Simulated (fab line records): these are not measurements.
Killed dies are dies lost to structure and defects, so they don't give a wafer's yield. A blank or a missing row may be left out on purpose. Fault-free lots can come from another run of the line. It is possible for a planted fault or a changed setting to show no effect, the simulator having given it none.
Split-lot trial || flow sky130 || on a route of 708 steps: 5 lots, 23 wafers read

== ON THE SPLIT ==
At SKY_SD_N_DEVELOP_06 (develop time 60 s), the setting develop time s was moved away from the recipe's 60 s on 7 of the 23 wafers read, by -13.6% to +7.9%. This setting was run at the recipe's value on the other wafers.

No step appears in the file between the split and the reading.

== THE READING ==
Shown in nm: cd nm at SKY_SD_N_CD_MEAS_07, with target cd 380 nm. Typical for fault-free wafers on this fab line: 380.3 nm, with standard deviation 2.4 nm.

{"wafer": "L076.1", "tool, chamber at the split": "litho track-04, 0", "develop time s as run, s": 60, "against the recipe": "recipe", "cd nm, nm": 381.5, "against lot-mates on the recipe": "-"}
{"wafer": "L076.2", "tool, chamber at the split": "litho track-04, 0", "develop time s as run, s": 60, "against the recipe": "recipe", "cd nm, nm": 380.9, "against lot-mates on the recipe": "-"}
{"wafer": "L076.3", "tool, chamber at the split": "litho track-04, 0", "develop time s as run, s": 60, "against the recipe": "recipe", "cd nm, nm": 381.6, "against lot-mates on the recipe": "-"}
{"wafer": "L076.5", "tool, chamber at the split": "litho track-04, 0", "develop time s as run, s": 60, "against the recipe": "recipe", "cd nm, nm": 382.1, "against lot-mates on the recipe": "-"}
{"wafer": "L076.6", "tool, chamber at the split": "litho track-04, 0", "develop time s as run, s": 60, "against the recipe": "recipe", "cd nm, nm": 381.9, "against lot-mates on the recipe": "-"}
{"wafer": "L077.2", "tool, chamber at the split": "litho track-03, 0", "develop time s as run, s": 60, "against the recipe": "recipe", "cd nm, nm": 378.2, "against lot-mates on the recipe": "-"}
{"wafer": "L077.3", "tool, chamber at the split": "litho track-03, 0", "develop time s as run, s": 56.2, "against the recipe": "-6.3%", "cd nm, nm": 374.1, "against lot-mates on the recipe": -4.6}
{"wafer": "L077.4", "tool, chamber at the split": "litho track-03, 0", "develop time s as run, s": 60, "against the recipe": "recipe", "cd nm, nm": 378.7, "against lot-mates on the recipe": "-"}
{"wafer": "L077.5", "tool, chamber at the split": "litho track-03, 0", "develop time s as run, s": 60, "against the recipe": "recipe", "cd nm, nm": 379.1, "against lot-mates on the recipe": "-"}
{"wafer": "L077.6", "tool, chamber at the split": "litho track-03, 0", "develop time s as run, s": 56.2, "against the recipe": "-6.3%", "cd nm, nm": 374.4, "against lot-mates on the recipe": -4.3}
{"wafer": "L079.2", "tool, chamber at the split": "litho track-03, 0", "develop time s as run, s": 60, "against the recipe": "recipe", "cd nm, nm": 376.1, "against lot-mates on the recipe": "-"}
{"wafer": "L079.3", "tool, chamber at the split": "litho track-03, 0", "develop time s as run, s": 51.84, "against the recipe": "-13.6%", "cd nm, nm": 363.3, "against lot-mates on the recipe": -14.3}
{"wafer": "L079.4", "tool, chamber at the split": "litho track-03, 0", "develop time s as run, s": 60, "against the recipe": "recipe", "cd nm, nm": 379.0, "against lot-mates on the recipe": "-"}
{"wafer": "L079.5", "tool, chamber at the split": "litho track-03, 0", "develop time s as run, s": 51.84, "against the recipe": "-13.6%", "cd nm, nm": 364.2, "against lot-mates on the recipe": -13.4}
{"wafer": "L079.6", "tool, chamber at the split": "litho track-03, 0", "develop time s as run, s": 60, "against the recipe": "recipe", "cd nm, nm": 377.6, "against lot-mates on the recipe": "-"}
{"wafer": "L081.2", "tool, chamber at the split": "litho track-02, 0", "develop time s as run, s": 60, "against the recipe": "recipe", "cd nm, nm": 383.6, "against lot-mates on the recipe": "-"}
{"wafer": "L081.4", "tool, chamber at the split": "litho track-02, 0", "develop time s as run, s": 60, "against the recipe": "recipe", "cd nm, nm": 383.0, "against lot-mates on the recipe": "-"}
{"wafer": "L081.6", "tool, chamber at the split": "litho track-02, 0", "develop time s as run, s": 60, "against the recipe": "recipe", "cd nm, nm": 383.5, "against lot-mates on the recipe": "-"}
{"wafer": "L085.1", "tool, chamber at the split": "litho track-02, 0", "develop time s as run, s": 64.73, "against the recipe": "+7.9%", "cd nm, nm": 386.2, "against lot-mates on the recipe": "+6.1"}
{"wafer": "L085.2", "tool, chamber at the split": "litho track-02, 0", "develop time s as run, s": 64.73, "against the recipe": "+7.9%", "cd nm, nm": 389.0, "against lot-mates on the recipe": "+8.9"}
{"wafer": "L085.4", "tool, chamber at the split": "litho track-02, 0", "develop time s as run, s": 60, "against the recipe": "recipe", "cd nm, nm": 380.3, "against lot-mates on the recipe": "-"}
{"wafer": "L085.5", "tool, chamber at the split": "litho track-02, 0", "develop time s as run, s": 60, "against the recipe": "recipe", "cd nm, nm": 379.8, "against lot-mates on the recipe": "-"}
{"wafer": "L085.6", "tool, chamber at the split": "litho track-02, 0", "develop time s as run, s": 64.73, "against the recipe": "+7.9%", "cd nm, nm": 386.8, "against lot-mates on the recipe": "+6.8"}

THE FIT
A straight line over all 23 wafers: cd nm changes by +1.08 nm for each +1% of develop time s; r = +0.94; the points scatter about the line by 2.1 nm.
The same after taking each lot's own level away (the mean of its wafers on the recipe; 23 wafers): +0.95 nm for each +1%; r = +0.98; scatter 0.91 nm.
The reading moves by 13 nm for the largest change in develop time s, on that fit.
The span of the lots' own levels, 377.57 to 383.37 nm, comes to 2.4 times the standard deviation stated above.
Hence the slope depends on the lot-to-lot level, as the two fits are not the same.
Check: for one of the wafers moved furthest among these (-13.6%), held out of the fit, the line's prediction against its lot-mates is -12.3 nm. Against them it came out at -14.3 nm.

== OTHER SPLITS ON THESE WAFERS ==
Before the reading, these wafers also passed through other splits. Each is held against what the fit with the lots' levels taken away leaves over:
{"other split on the same wafers": "SKY_POLY_GATE_EXPOSE_10 dose mj", "wafers away from the commonest value": 10, "r with cd nm (lot level and that fit taken away)": -0.03}
{"other split on the same wafers": "SKY_POLY_GATE_ETCH_15 time s", "wafers away from the commonest value": 10, "r with cd nm (lot level and that fit taken away)": -0.21}
{"other split on the same wafers": "SKY_LDD_N_IMPLANT_09 energy kev", "wafers away from the commonest value": 5, "r with cd nm (lot level and that fit taken away)": -0.04}
{"other split on the same wafers": "SKY_LDD_P_EXPOSE_04 dose mj", "wafers away from the commonest value": 8, "r with cd nm (lot level and that fit taken away)": -0.18}
{"other split on the same wafers": "SKY_SD_P_SOFTBAKE_03 temp c", "wafers away from the commonest value": 7, "r with cd nm (lot level and that fit taken away)": -0.05}
{"other split on the same wafers": "SKY_RES_XHIGH_IMPLANT_07 dose cm2", "wafers away from the commonest value": 6, "r with cd nm (lot level and that fit taken away)": "+0.42"}

== THE FILE'S OWN FIT ==
cd nm changes by +0.952 nm for each +1% of develop time s, r = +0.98.
